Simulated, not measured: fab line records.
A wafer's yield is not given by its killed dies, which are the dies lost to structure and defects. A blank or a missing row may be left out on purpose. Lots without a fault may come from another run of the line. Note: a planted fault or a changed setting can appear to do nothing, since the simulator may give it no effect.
Problem report, 8D (eight disciplines) form, completed by code    flow sky130    the parts of the form that need people (team, actions taken, sign-off) are left out

## 1. PROBLEM STATEMENT
killed_at_M4_up at SKY_PAD_OPEN_PROBE_99 reads a mean of 55.5 on 2 wafers of 2 lots; wafers without a fault read 3.4 with a standard deviation of 2. That puts it +26 standard deviations away from the usual mean.
First seen on wafer L861.4, day 49 15:31, on prober-01. The record has a number at this step for 9 wafers belonging to 3 lots. The rule behind "out" and "out of limits": a value lying over 4 standard deviations away from the usual mean. Any other wafer with a number is counted as sound.

## 2. WHAT IT IS, WHAT IT ISN'T
question                     is                                     is not
which readings at this step  killed_at_M4_up, sort_bin_3_pad_short  killed_at_contacts, killed_at_front_end, killed_at_other, killed_open, sort_bin_6_memory
which lots                   L861, L863                             L871
which wafers of those lots   L861.4, L863.3                         L861.1, L861.5, L863.4, L863.6
read on which tools          prober-01                              prober-02
when                         from day 49 15:31                      up to then (1 sound wafer); but 6 sound wafers of L861, L863, L871 came after

## 3. WHAT RULES OUT EACH SUSPECT
Counting: a tool at a process step up to the reading stays a suspect if it ran every lot that is out. Sound lots after the first of them don't rule it out here, since some wafers of a struck lot are sound.
- pvd_sputter-03 at SKY_METAL5_SPUTTER_03 (material Ti, target thk 5 nm, time 3.3 s): kept. It ran every lot that is out, first L861 (day 46 23:11).
- pecvd-02 at SKY_PASSIVATION_CVD_02 (deposits Si3N4, target thk 540 nm): kept. It ran every lot that is out, first L861 (day 47 20:08).
- rie_diel-01 at SKY_PAD_OPEN_ETCH_07 (etches the open film in CF4/O2, stops on AlCu, target depth 725 nm, time 161.1 s): kept. It ran every lot that is out, first L861 (day 49 12:34).
- prober-01 at SKY_PAD_OPEN_PROBE_99: kept. It ran every lot that is out, first L861 (day 49 15:22). On those wafers its own readings are out: killed_at_M4_up, sort_bin_3_pad_short.
- Within rie_diel-01 at SKY_PAD_OPEN_ETCH_07: the wafers that are out ran in chambers 2, 3; their sound lot-mates ran in chambers 0, 1.
Left after counting: pvd_sputter-03 at SKY_METAL5_SPUTTER_03, pecvd-02 at SKY_PASSIVATION_CVD_02, rie_diel-01 at SKY_PAD_OPEN_ETCH_07, prober-01 at SKY_PAD_OPEN_PROBE_99.

## 4. THE CAUSE (what the simulator had put in)
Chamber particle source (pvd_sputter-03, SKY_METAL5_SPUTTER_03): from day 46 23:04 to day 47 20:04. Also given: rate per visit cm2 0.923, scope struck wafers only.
After counting, 4 suspects remain, this tool included.

## 5. SEQUENCE OF EFFECTS, ordered by route
Each row: a reading whose mean over the struck wafers that have a number lies more than 3 standard deviations from the usual. Readings are gone through only where the record gives a usual standard deviation; hours: the median, over the lots, of the time from a lot's start at the first step in this table giving one to that lot's start at this step; sigmas: the change measured in usual standard deviations.
hours  step                   reading               usual   on struck wafers  change  sigmas
0      SKY_PAD_OPEN_PROBE_99  defect_limited_yield  82.8 %  75.3              -7.5    -3.8
0      SKY_PAD_OPEN_PROBE_99  killed_at_M4_up       3.4     55.5              +52.1   +26
0      SKY_PAD_OPEN_PROBE_99  killed_dies           84      122               +38     +3.8
0      SKY_PAD_OPEN_PROBE_99  sort_bin_3_pad_short  0.8 %   3.5               +2.8    +7.2
0      SKY_PAD_OPEN_PROBE_99  sort_bin_5_function   10.2 %  14.8              +4.6    +3.1
0      SKY_PAD_OPEN_PROBE_99  sort_n_pass           408     370               -38     -3.8
0      SKY_PAD_OPEN_PROBE_99  sort_yield_pct        82.8 %  75.3              -7.5    -3.8
It contains these process steps:
- SKY_PAD_OPEN_PROBE_99

## 6. HOW IT WOULD HAVE BEEN CAUGHT EARLIER
64 hours passed between the start of the fault at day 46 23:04 and the first reading out of limits in this record, taken at day 49 15:31.
An alarm limit of 4 standard deviations would not have fired on the tool readings at SKY_METAL5_SPUTTER_03 for which the record gives a usual standard deviation, since none of them was out on any struck wafer.
All the lots that are out (2) had begun SKY_METAL5_SPUTTER_03 on pvd_sputter-03 by day 49 15:31. Holding the tool at that point would not have protected any of them.
